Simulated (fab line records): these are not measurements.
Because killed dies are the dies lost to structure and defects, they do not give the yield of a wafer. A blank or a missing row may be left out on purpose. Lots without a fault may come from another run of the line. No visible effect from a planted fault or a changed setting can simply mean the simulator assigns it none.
fab line records    flow gf180mcu    part 1 of 2: steps 1 to 24 of 34
record: lots: 5  wafers: 15  last_day: 34
route steps=602 shown V2@388 M3@409
lots with no fault: from the same line, run without faults
start_h: hours from the record's first day to the start of the lot's first wafer shown    wait_h: time in hours since the lot's previous step    " the same as in the row above    L1.1+2: a row that stands for several wafers    - no value, or no start given    * or withheld: withheld    < > ~ a bound
route shown NAME@n: a module of which the file shows steps, and the number in the route of the first    usual: the fault-free wafers' mean and standard deviation    same: alike in all rows    chamber/n: place in a boat    sites: the reading at each site    _std_site: how widely they spread, as a standard deviation    _edge_site: mean of outer sites minus mean of inner sites    radius_mm: how far each site lies from the wafer's centre    mask NAME#n: copy n    behind: the most recent tool/chamber to have shaped the wafer    hold: cause of the lot's hold/its duration in hours/its outcome    device: whichever transistor did not switch (one of n, p or np)    end of line: tests of these same wafers at the route's end    step lacking rows: just its recipe    killed: dies lost to structure and defects at the first sort, not the wafer's yield    map: per-die view of a wafer (x killed, . not killed, _ where there is no die)
set.NAME: setting as actually run; set.NAME@STEP: the setting as run at that earlier step    model.NAME: the simulator's own value behind a step, which no gauge read
lots at some steps of the route; a table a step, a row a wafer
services: the hour from which a tool's chamber was out of use, counted from the record's first day as start_h (under 0 if before that day), plus the number of hours and why
== steps ==
step: GF_V2_DEHYDRATE_06
recipe: temp_c: 200  time_s: 60
usual: exhaust_pa: 45.2/0.87
lot.wafer  tool            chamber  start_h  wait_h  exhaust_pa
L080.1     litho_track-03  0        501.80   11.2    44.6
L080.2     "               0        "        "       44.7
L080.6     "               0        "        "       43.9
L081.1     litho_track-01  0        514.96   11.1    45.5
L081.3     "               0        "        "       44.4
L081.4     "               0        "        "       45.1
L088.2     litho_track-03  0        570.17   10.0    45.0
L088.4     "               0        "        "       45.1
L088.6     "               0        "        "       45.6
L095.1     litho_track-02  0        625.81   9.4     45.0
L095.2     "               0        "        "       45.3
L095.3     "               0        "        "       45.3
L096.1     litho_track-01  0        634.06   9.6     45.9
L096.4     "               0        "        "       46.1
L096.5     "               0        "        "       45.5
step: GF_V2_HMDS_07
recipe: prime_time_s: 60  prime_temp_c: 120
usual: exhaust_pa: 45.1/0.87
lot.wafer  tool            chamber  start_h  wait_h  exhaust_pa
L080.1     litho_track-03  0        501.95   0.1     45.7
L080.2     "               0        "        "       45.8
L080.6     "               0        "        "       45.4
L081.1     litho_track-01  0        515.11   0.1     44.7
L081.3     "               0        "        "       46.1
L081.4     "               0        "        "       44.7
L088.2     litho_track-03  0        570.32   0.1     43.9
L088.4     "               0        "        "       44.8
L088.6     "               0        "        "       44.5
L095.1     litho_track-02  0        625.96   0.1     43.9
L095.2     "               0        "        "       45.6
L095.3     "               0        "        "       45.6
L096.1     litho_track-01  0        634.21   0.1     45.5
L096.4     "               0        "        "       46.6
L096.5     "               0        "        "       46.6
step: GF_V2_COAT_08
recipe: resist: BARC  temp_c: withheld  time_s: withheld  spin_rpm: withheld  resist_thk_nm: withheld
usual: exhaust_pa: 45.0/0.95
lot.wafer  tool            chamber  start_h  wait_h  exhaust_pa
L080.1     litho_track-03  0        502.10   0.1     46.2
L080.2     "               0        "        "       45.4
L080.6     "               0        "        "       45.7
L081.1     litho_track-01  0        515.26   0.1     44.1
L081.3     "               0        "        "       44.4
L081.4     "               0        "        "       44.9
L088.2     litho_track-03  0        570.47   0.1     43.2
L088.4     "               0        "        "       43.5
L088.6     "               0        "        "       44.3
L095.1     litho_track-02  0        626.11   0.1     44.9
L095.2     "               0        "        "       45.2
L095.3     "               0        "        "       45.5
L096.1     litho_track-01  0        634.36   0.1     45.1
L096.4     "               0        "        "       45.1
L096.5     "               0        "        "       45.1
step: GF_V2_COAT_09
recipe: resist: KrF  spin_rpm: withheld  resist_thk_nm: 1000
usual: exhaust_pa: 45.0/0.92
lot.wafer  tool            chamber  start_h  wait_h  exhaust_pa
L080.1     litho_track-03  0        -        -       45.6
L080.2     "               0        "        "       44.3
L080.6     "               0        "        "       45.3
L081.1     litho_track-01  0        -        -       46.6
L081.3     "               0        "        "       45.4
L081.4     "               0        "        "       46.2
L088.2     litho_track-03  0        -        -       45.3
L088.4     "               0        "        "       45.2
L088.6     "               0        "        "       45.5
L095.1     litho_track-02  0        -        -       46.7
L095.2     "               0        "        "       45.8
L095.3     "               0        "        "       46.0
L096.1     litho_track-01  0        -        -       43.7
L096.4     "               0        "        "       44.8
L096.5     "               0        "        "       42.9
step: GF_V2_SOFTBAKE_10
recipe: temp_c: 130  time_s: 60  resist: KrF
usual: exhaust_pa: 44.9/0.91
lot.wafer  tool            chamber  start_h  wait_h  exhaust_pa
L080.1     litho_track-03  0        -        -       44.5
L080.2     "               0        "        "       43.8
L080.6     "               0        "        "       45.8
L081.1     litho_track-01  0        -        -       46.1
L081.3     "               0        "        "       45.5
L081.4     "               0        "        "       44.7
L088.2     litho_track-03  0        -        -       44.9
L088.4     "               0        "        "       44.9
L088.6     "               0        "        "       45.4
L095.1     litho_track-02  0        -        -       43.8
L095.2     "               0        "        "       44.8
L095.3     "               0        "        "       44.1
L096.1     litho_track-01  0        -        -       46.0
L096.4     "               0        "        "       45.4
L096.5     "               0        "        "       44.9
step: GF_V2_EXPOSE_11
recipe: mask_id: Via2  target_cd_nm: 260  na: 0.68  source_shape: conventional  sigma_outer: 0.6  dose_mj: 38
usual: exposure_dose_mJ_cm2: 38.19/0.14
lot.wafer  tool            chamber  start_h  wait_h  mask    exposure_dose_mJ_cm2
L080.1     krf_scanner-01  0        -        -       Via2#0  38.33
L080.2     "               0        "        "       Via2#0  38.31
L080.6     "               0        "        "       Via2#0  38.31
L081.1     krf_scanner-02  0        -        -       Via2#0  37.98
L081.3     "               0        "        "       Via2#0  37.97
L081.4     "               0        "        "       Via2#0  37.95
L088.2     krf_scanner-01  0        -        -       Via2#0  38.28
L088.4     "               0        "        "       Via2#0  38.24
L088.6     "               0        "        "       Via2#0  38.28
L095.1     krf_scanner-01  0        -        -       Via2#0  38.26
L095.2     "               0        "        "       Via2#0  38.28
L095.3     "               0        "        "       Via2#0  38.29
L096.1     krf_scanner-02  0        -        -       Via2#0  38.03
L096.4     "               0        "        "       Via2#0  38.00
L096.5     "               0        "        "       Via2#0  37.99
step: GF_V2_PEB_12
recipe: peb_temp_c: 135  peb_time_s: 90  resist: KrF
usual: exhaust_pa: 45.2/0.86
lot.wafer  tool            chamber  start_h  wait_h  exhaust_pa
L080.1     litho_track-03  0        -        -       45.8
L080.2     "               0        "        "       46.9
L080.6     "               0        "        "       46.0
L081.1     litho_track-03  0        -        -       46.3
L081.3     "               0        "        "       44.6
L081.4     "               0        "        "       45.0
L088.2     litho_track-02  0        -        -       44.3
L088.4     "               0        "        "       45.3
L088.6     "               0        "        "       44.7
L095.1     litho_track-01  0        -        -       47.2
L095.2     "               0        "        "       46.1
L095.3     "               0        "        "       45.4
L096.1     litho_track-02  0        -        -       45.2
L096.4     "               0        "        "       45.1
L096.5     "               0        "        "       45.2
step: GF_V2_DEVELOP_13
recipe: develop_time_s: 60  resist: KrF  dev_temp_c: 21
usual: exhaust_pa: 44.9/0.89
same: develop_time_s: 60
lot.wafer  tool            chamber  start_h  wait_h  exhaust_pa
L080.1     litho_track-03  0        514.15   0.2     43.8
L080.2     "               0        "        "       44.5
L080.6     "               0        "        "       45.7
L081.1     litho_track-03  0        527.10   0.2     43.7
L081.3     "               0        "        "       45.3
L081.4     "               0        "        "       43.9
L088.2     litho_track-02  0        581.38   0.2     44.2
L088.4     "               0        "        "       45.0
L088.6     "               0        "        "       44.4
L095.1     litho_track-01  0        636.51   0.2     46.6
L095.2     "               0        "        "       45.8
L095.3     "               0        "        "       44.6
L096.1     litho_track-02  0        644.86   0.2     45.6
L096.4     "               0        "        "       45.7
L096.5     "               0        "        "       45.5
step: GF_V2_CD_MEAS_14
recipe: target_cd_nm: 260
usual: cd_nm: 259.7/1.2
lot.wafer  tool       chamber  start_h  wait_h  cd_nm
L080.1     cd_sem-02  -        514.30   0.1     259.1
L080.2     "          -        "        "       260.3
L080.6     "          -        "        "       259.0
L081.1     cd_sem-02  -        527.25   0.1     260.5
L081.3     "          -        "        "       259.7
L081.4     "          -        "        "       260.6
L088.2     cd_sem-01  -        581.53   0.1     262.0
L088.4     "          -        "        "       261.6
L088.6     "          -        "        "       262.0
L095.1     cd_sem-01  -        636.66   0.1     261.1
L095.2     "          -        "        "       260.8
L095.3     "          -        "        "       259.9
L096.1     cd_sem-02  -        645.01   0.1     259.8
L096.4     "          -        "        "       261.3
L096.5     "          -        "        "       260.4
step: GF_V2_OVL_MEAS_15
usual: V2_OVL: 2/4.9
lot.wafer  tool        chamber  start_h  wait_h  V2_OVL[nm]
L080.1     overlay-02  -        514.42   0.1     6
L080.2     "           -        "        "       9
L080.6     "           -        "        "       4
L081.1     overlay-02  -        527.37   0.1     7
L081.3     "           -        "        "       0
L081.4     "           -        "        "       9
L088.2     overlay-01  -        581.63   0.1     2
L088.4     "           -        "        "       5
L088.6     "           -        "        "       6
L095.1     overlay-01  -        636.78   0.1     -3
L095.2     "           -        "        "       -6
L095.3     "           -        "        "       -3
L096.1     overlay-02  -        645.13   0.1     4
L096.4     "           -        "        "       4
L096.5     "           -        "        "       8
step: GF_V2_ETCH_16
recipe: chemistry: N2/H2  target_depth_a: withheld  overetch_a: withheld  time_s: withheld  target: BARC  ion_energy_ev: 200  source_w: 500  bias_w: 100  pressure_mtorr: 30  n2_flow_sccm: 100  h2_flow_sccm: 200
usual: chamber_pressure_mTorr: 29.999/0.027  drypump_motor_current_A: 5.7/0.52  n2_flow_sccm: 99.9/0.32  oes_product_au: 0.856/0.0051  throttle_valve_pct: 13.225/0.0088
lot.wafer  tool         chamber  start_h  wait_h  chamber_pressure_mTorr  drypump_motor_current_A  n2_flow_sccm  oes_product_au  throttle_valve_pct
L080.1     rie_diel-04  0        514.45   0.0     30.013                  6.1                      100.1         0.860           13.228
L080.2     "            3        "        "       30.009                  5.7                      99.6          0.861           13.219
L080.6     "            1        "        "       29.996                  5.3                      99.9          0.852           13.233
L081.1     rie_diel-02  2        527.40   0.0     29.958                  4.8                      99.9          0.850           13.237
L081.3     "            1        "        "       29.933                  5.8                      99.9          0.862           13.234
L081.4     "            3        "        "       30.024                  5.9                      99.9          0.857           13.222
L088.2     rie_diel-01  2        581.66   0.0     29.998                  5.3                      100.3         0.866           13.214
L088.4     "            3        "        "       30.001                  6.6                      99.5          0.855           13.222
L088.6     "            0        "        "       29.958                  5.4                      99.9          0.853           13.234
L095.1     rie_diel-01  2        636.81   0.0     30.040                  5.3                      99.9          0.856           13.234
L095.2     "            1        "        "       30.004                  6.2                      99.7          0.858           13.209
L095.3     "            3        "        "       30.015                  6.7                      99.6          0.852           13.238
L096.1     rie_diel-01  0        645.16   0.0     30.007                  5.4                      99.8          0.855           13.226
L096.4     "            2        "        "       30.016                  5.3                      100.4         0.854           13.206
L096.5     "            2        "        "       30.040                  5.4                      100.0         0.857           13.212
step: GF_V2_ETCH_17
recipe: chemistry: C4F8/O2/Ar  mask_material: KrF  target: SiO2  stop_on: TiN  source_w: 1500  bias_w: 1200  pressure_mtorr: 40  c4f8_flow_sccm: withheld  O2_flow_sccm: 6  Ar_flow_sccm: 300  time_s: withheld  target_depth_a: 6300
usual: chamber_pressure_mTorr: 40.00/0.035  oes_product_au: 0.855/0.0044
lot.wafer  tool         chamber  start_h  wait_h  chamber_pressure_mTorr  oes_product_au
L080.1     rie_diel-04  0        -        -       39.95                   0.864
L080.2     "            3        "        "       39.97                   0.852
L080.6     "            1        "        "       40.04                   0.854
L081.1     rie_diel-02  2        -        -       39.95                   0.844
L081.3     "            1        "        "       40.02                   0.854
L081.4     "            3        "        "       39.95                   0.854
L088.2     rie_diel-01  2        -        -       40.04                   0.858
L088.4     "            3        "        "       39.99                   0.861
L088.6     "            0        "        "       39.97                   0.847
L095.1     rie_diel-01  2        -        -       40.04                   0.847
L095.2     "            1        "        "       39.96                   0.857
L095.3     "            3        "        "       39.99                   0.855
L096.1     rie_diel-01  0        -        -       39.96                   0.862
L096.4     "            2        "        "       39.98                   0.853
L096.5     "            2        "        "       40.04                   0.856
step: GF_V2_STRIP_18
recipe: chemistry: O2/N2  power_w: 1400  pressure_mtorr: 1500  platen_temp_c: 250  o2_flow_sccm: 3000  n2_flow_sccm: 300  overash_fraction: 0.5
usual: chamber_pressure_mTorr: 1499.8/1.3  drypump_motor_current_A: 5.9/0.63  heater_power_w: 319/27  n2_flow_sccm: 299.9/0.82  oes_product_au: 0.593/0.0051
lot.wafer  tool             chamber  start_h  wait_h  chamber_pressure_mTorr  drypump_motor_current_A  heater_power_w  n2_flow_sccm  oes_product_au  rf_hours_counter_h
L080.1     plasma_asher-02  0        514.58   -       1498.4                  5.7                      309             299.6         0.602           42
L080.2     "                1        "        "       1500.9                  5.6                      307             300.5         0.589           42
L080.6     "                1        "        "       1499.7                  5.6                      300             299.5         0.587           -
L081.1     plasma_asher-03  1        527.53   -       1500.7                  5.2                      318             299.6         0.595           11
L081.3     "                0        "        "       1500.0                  6.6                      351             300.5         0.589           -
L081.4     "                1        "        "       1503.8                  5.2                      317             300.6         0.582           -
L088.2     plasma_asher-01  0        581.79   -       1500.0                  5.4                      287             298.8         0.594           84
L088.4     "                1        "        "       1501.0                  6.5                      282             298.3         0.583           -
L088.6     "                0        "        "       1499.5                  5.4                      273             299.5         0.587           -
L095.1     plasma_asher-03  0        636.94   -       1497.3                  6.6                      345             299.1         0.593           22
L095.2     "                1        "        "       1499.0                  5.2                      318             300.0         0.595           22
L095.3     "                0        "        "       1499.5                  6.6                      364             299.5         0.592           -
L096.1     plasma_asher-03  1        645.29   -       1498.3                  5.2                      314             300.6         0.591           23
L096.4     "                1        "        "       1498.6                  5.2                      319             299.6         0.598           -
L096.5     "                1        "        "       1500.8                  5.2                      322             299.7         0.589           -
step: GF_V2_STRIP_19
recipe: chemistry: post_etch_residue_remover  time_s: 1200  temp_c: 72.5
lot.wafer   tool          chamber  start_h  wait_h
L080.1+2+6  wet_bench-02  1        514.68   0.1
L081.1+3+4  wet_bench-02  2        527.63   0.1
L088.2+4+6  wet_bench-01  3        581.89   0.1
L095.1+2+3  wet_bench-01  0        637.04   0.1
L096.1+4+5  wet_bench-04  3        645.39   0.1
step: GF_V2_CLEAN_20
recipe: chemistry: DIW  dry: n2_spin
lot.wafer   tool          chamber  start_h  wait_h
L080.1+2+6  wet_bench-01  3        515.02   0.0
L081.1+3+4  wet_bench-04  3        527.97   0.0
L088.2+4+6  wet_bench-02  0        582.24   0.0
L095.1+2+3  wet_bench-02  1        637.42   0.0
L096.1+4+5  wet_bench-02  0        645.73   0.0
step: GF_V2_SPUTTER_21
recipe: material: Ti  target_thk_nm: 15  chamber_pressure_pa: 5  power_w: 2500  substrate_temp_c: 200  time_s: 80.02
usual: throttle_valve_pct: 29.9/1
lot.wafer  tool            chamber  start_h  wait_h  throttle_valve_pct
L080.1     pvd_sputter-01  -        515.12   0.0     30.7
L080.2     "               -        "        "       30.8
L080.6     "               -        "        "       29.2
L081.1     pvd_sputter-03  -        528.07   0.0     31.7
L081.3     "               -        "        "       30.7
L081.4     "               -        "        "       30.2
L088.2     pvd_sputter-04  -        582.34   0.0     28.1
L088.4     "               -        "        "       30.8
L088.6     "               -        "        "       29.5
L095.1     pvd_sputter-03  -        637.51   0.0     31.6
L095.2     "               -        "        "       28.8
L095.3     "               -        "        "       30.3
L096.1     pvd_sputter-04  -        645.83   0.0     29.3
L096.4     "               -        "        "       29.3
L096.5     "               -        "        "       30.9
step: GF_V2_SPUTTER_22
recipe: material: TiN  target_thk_nm: 10  chamber_pressure_pa: 5  power_w: 4000  time_s: 40
usual: throttle_valve_pct: 29.9/1
lot.wafer  tool            chamber  start_h  wait_h  throttle_valve_pct
L080.1     pvd_sputter-01  -        515.19   0.0     30.8
L080.2     "               -        "        "       31.0
L080.6     "               -        "        "       29.1
L081.1     pvd_sputter-03  -        528.14   0.0     31.6
L081.3     "               -        "        "       30.2
L081.4     "               -        "        "       30.0
L088.2     pvd_sputter-04  -        582.40   0.0     27.9
L088.4     "               -        "        "       31.1
L088.6     "               -        "        "       29.1
L095.1     pvd_sputter-03  -        637.57   0.0     31.8
L095.2     "               -        "        "       28.8
L095.3     "               -        "        "       30.5
L096.1     pvd_sputter-04  -        645.90   0.0     29.1
L096.4     "               -        "        "       29.4
L096.5     "               -        "        "       30.7
step: GF_V2_CVD_23
recipe: material: W  target_thk_nm: 350  time_s: 104.94  temp_c: 400  pressure_torr: 40
usual: heater_power_w: 876/51
lot.wafer  tool      chamber  start_h  wait_h  heater_power_w
L080.1     cvd_w-01  1        515.22   0.0     910
L080.2     "         0        "        "       918
L080.6     "         1        "        "       902
L081.1     cvd_w-01  0        528.17   0.0     946
L081.3     "         0        "        "       909
L081.4     "         1        "        "       907
L088.2     cvd_w-01  0        582.44   0.0     933
L088.4     "         0        "        "       908
L088.6     "         1        "        "       901
L095.1     cvd_w-02  1        637.61   0.0     836
L095.2     "         0        "        "       797
L095.3     "         0        "        "       801
L096.1     cvd_w-01  0        645.93   0.0     916
L096.4     "         0        "        "       922
L096.5     "         0        "        "       928
step: GF_V2_RS_MEAS_24
recipe: thk_meas_gauge: four-point-probe  reads: W_of_V2_CVD_23+TiN_of_V2_SPUTTER_22+Ti_of_V2_SPUTTER_21
usual: V2_W_RS: 0.328/0.0034
lot.wafer  tool           chamber  start_h  wait_h  V2_W_RS[ohm/sq]
L080.1     film_metro-04  -        515.34   0.1     0.331
L080.2     "              -        "        "       0.325
L080.6     "              -        "        "       0.330
L081.1     film_metro-04  -        528.29   0.1     0.326
L081.3     "              -        "        "       0.329
L081.4     "              -        "        "       0.328
L088.2     film_metro-04  -        582.57   0.1     0.324
L088.4     "              -        "        "       0.328
L088.6     "              -        "        "       0.323
L095.1     film_metro-01  -        637.72   0.1     0.321
L095.2     "              -        "        "       0.322
L095.3     "              -        "        "       0.328
L096.1     film_metro-02  -        646.05   0.1     0.326
L096.4     "              -        "        "       0.326
L096.5     "              -        "        "       0.327
step: GF_V2_THK_MEAS_25
recipe: thk_meas_gauge: xrf  reads: W_of_V2_CVD_23
usual: V2_W_THK: 353/4.6
lot.wafer  tool           chamber  start_h  wait_h  V2_W_THK[nm]
L080.1     film_metro-04  -        515.46   0.1     352
L080.2     "              -        "        "       356
L080.6     "              -        "        "       353
L081.1     film_metro-04  -        528.41   0.1     349
L081.3     "              -        "        "       346
L081.4     "              -        "        "       348
L088.2     film_metro-04  -        582.68   0.1     359
L088.4     "              -        "        "       354
L088.6     "              -        "        "       359
L095.1     film_metro-01  -        637.84   0.1     358
L095.2     "              -        "        "       358
L095.3     "              -        "        "       350
L096.1     film_metro-02  -        646.17   0.1     357
L096.4     "              -        "        "       357
L096.5     "              -        "        "       358
step: GF_V2_CMP_26
recipe: stop_on: SiO2  down_force_psi: 3.5  platen_rpm: 60  t_overpolish_s: 15  target_thk_nm: 0  pad_velocity_m_s: 0.94248
usual: head_pressure_psi: 3.501/0.0079  motor_current_A: 11.2/1  overpolish_run_s: 15.000/0.0098  time_to_endpoint_s: 85.0/3
lot.wafer  tool    chamber  start_h  wait_h  head_pressure_psi  motor_current_A  overpolish_run_s  time_to_endpoint_s
L080.1     cmp-02  2        515.52   0.1     3.510              11.6             14.987            88.0
L080.2     "       0        "        "       3.505              9.2              15.008            88.1
L080.6     "       3        "        "       3.495              10.9             15.004            87.6
L081.3     cmp-01  0        528.47   0.0     3.500              12.0             15.002            81.6
L081.1     "       1        "        "       3.503              10.0             14.997            81.3
L081.4     "       2        "        "       3.496              10.4             15.006            80.9
L088.4     cmp-01  3        582.73   0.0     3.494              12.6             14.996            85.8
L088.2     "       0        "        "       3.525              12.6             15.021            88.6
L088.6     "       0        "        "       3.505              13.2             14.995            85.0
L095.2     cmp-01  0        637.95   0.1     3.501              12.2             15.007            86.3
L095.3     "       1        "        "       3.490              10.1             15.003            84.8
L095.1     "       2        "        "       3.496              10.3             14.995            84.2
L096.1     cmp-01  0        646.23   0.1     3.498              12.7             15.006            85.2
L096.4     "       3        "        "       3.496              11.6             14.995            86.6
L096.5     "       0        "        "       3.503              12.6             15.011            80.5
step: GF_M3_SPUTTER_00
recipe: material: Ti  target_thk_nm: 37.5  arriving_ion_energy_ev: 80  substrate_temp_c: 200  chamber_pressure_pa: 2  power_w: 4000  time_s: 150
usual: throttle_valve_pct: 29.6/1.1
lot.wafer  tool            chamber  start_h  wait_h  throttle_valve_pct
L080.1     pvd_sputter-04  -        515.82   0.2     29.4
L080.2     "               -        "        "       28.0
L080.6     "               -        "        "       30.7
L081.1     pvd_sputter-04  -        528.77   0.2     28.9
L081.3     "               -        "        "       28.0
L081.4     "               -        "        "       30.7
L088.2     pvd_sputter-03  -        583.03   0.2     30.2
L088.4     "               -        "        "       30.1
L088.6     "               -        "        "       28.8
L095.1     pvd_sputter-02  -        638.20   0.1     30.5
L095.2     "               -        "        "       29.6
L095.3     "               -        "        "       31.6
L096.1     pvd_sputter-03  -        646.53   0.2     30.7
L096.4     "               -        "        "       30.1
L096.5     "               -        "        "       30.0
step: GF_M3_SPUTTER_01
recipe: material: TiN  target_thk_nm: 30  power_w: 6500  time_s: 25  chamber_pressure_pa: 0.4
usual: throttle_valve_pct: 29.7/1.1
lot.wafer  tool            chamber  start_h  wait_h  throttle_valve_pct
L080.1     pvd_sputter-04  -        515.92   0.1     29.2
L080.2     "               -        "        "       28.0
L080.6     "               -        "        "       30.9
L081.1     pvd_sputter-04  -        528.87   0.1     29.1
L081.3     "               -        "        "       28.0
L081.4     "               -        "        "       31.1
L088.2     pvd_sputter-03  -        583.13   0.1     30.0
L088.4     "               -        "        "       29.9
L088.6     "               -        "        "       28.8
L095.1     pvd_sputter-02  -        638.30   0.1     30.1
L095.2     "               -        "        "       29.3
L095.3     "               -        "        "       31.3
L096.1     pvd_sputter-03  -        646.63   0.1     30.5
L096.4     "               -        "        "       29.8
L096.5     "               -        "        "       30.0
step: GF_M3_SPUTTER_02
recipe: material: AlCu  target_thk_nm: 450  power_w: 10600  time_s: 23.9  chamber_pressure_pa: 0.4
usual: throttle_valve_pct: 29.7/1.2
lot.wafer  tool            chamber  start_h  wait_h  throttle_valve_pct
L080.1     pvd_sputter-04  -        515.95   0.0     29.2
L080.2     "               -        "        "       28.1
L080.6     "               -        "        "       31.1
L081.1     pvd_sputter-04  -        528.90   0.0     29.1
L081.3     "               -        "        "       28.1
L081.4     "               -        "        "       30.9
L088.2     pvd_sputter-03  -        583.16   0.0     29.9
L088.4     "               -        "        "       30.1
L088.6     "               -        "        "       28.5
L095.1     pvd_sputter-02  -        638.33   0.0     30.0
L095.2     "               -        "        "       29.7
L095.3     "               -        "        "       31.3
L096.1     pvd_sputter-03  -        646.66   0.0     30.5
L096.4     "               -        "        "       29.9
L096.5     "               -        "        "       29.9
